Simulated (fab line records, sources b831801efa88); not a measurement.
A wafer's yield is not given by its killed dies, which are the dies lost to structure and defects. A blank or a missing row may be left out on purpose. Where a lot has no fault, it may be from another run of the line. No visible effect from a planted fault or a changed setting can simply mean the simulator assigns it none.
Chamber matching -- flow sky130 -- SKY_VIA4_CMP_21 on cmp-02 has 4 sister chambers
The step polishes, stops on SiO2, t overpolish 25 s, target thk 0 nm. 8 wafers are shown with their chamber, then 10 later ones without.

## WAFERS, EACH WITH ITS CHAMBER
wafer,chamber,motorCurrentA (A),timeToEndpointS (s)
L161.4,2,12.4,121
L162.1,1,11.0,119
L162.2,0,11.3,117
L164.1,2,12.1,121
L164.2,3,11.2,124
L164.5,1,11.0,120
L166.4,3,11.8,127
L166.5,0,10.7,118

## WAFERS WITH NO CHAMBER GIVEN
wafer,motorCurrentA (A),timeToEndpointS (s)
L166.6,11.7,124
L173.2,11.0,120
L173.3,10.8,124
L173.5,11.9,118
L175.3,11.2,122
L175.4,10.7,123
L175.6,11.8,122
L176.1,9.9,116
L176.3,11.8,126
L176.6,11.3,123

## CHAMBER TAKEN BY EACH
wafer,from the rows above,in truth
L166.6,can't be placed: 3 or 2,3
L173.2,can't be placed: 1 or 0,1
L173.3,can't be placed: 3 or 1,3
L173.5,can't be placed: 2 or 0 or 1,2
L175.3,can't be placed: 1 or 3 or 2 or 0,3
L175.4,can't be placed: 1 or 3 or 0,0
L175.6,can't be placed: 2 or 3 or 1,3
L176.1,can't be placed: 0 or 1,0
L176.3,3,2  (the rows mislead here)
L176.6,can't be placed: 3 or 1 or 2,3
Correctly placed: 0 of 10. From these rows, 9 cannot be placed; in 9 the true chamber is one of the candidates. Placed wrongly: 1.
How it was worked out, from the rows above alone: a wafer's distance from a chamber is the root of the sum, over the readings, of the square of ((its reading less the chamber's mean) divided by the reading's scatter). The wafer belongs to the nearest chamber; if the next one is less than 2 further off, it can't be placed. A chamber's mean is the mean of its shown wafers. How the scatter is found: for the shown wafers, subtract from each reading the mean of its chamber, square and add these, divide the total by (wafers less chambers), then take the root.
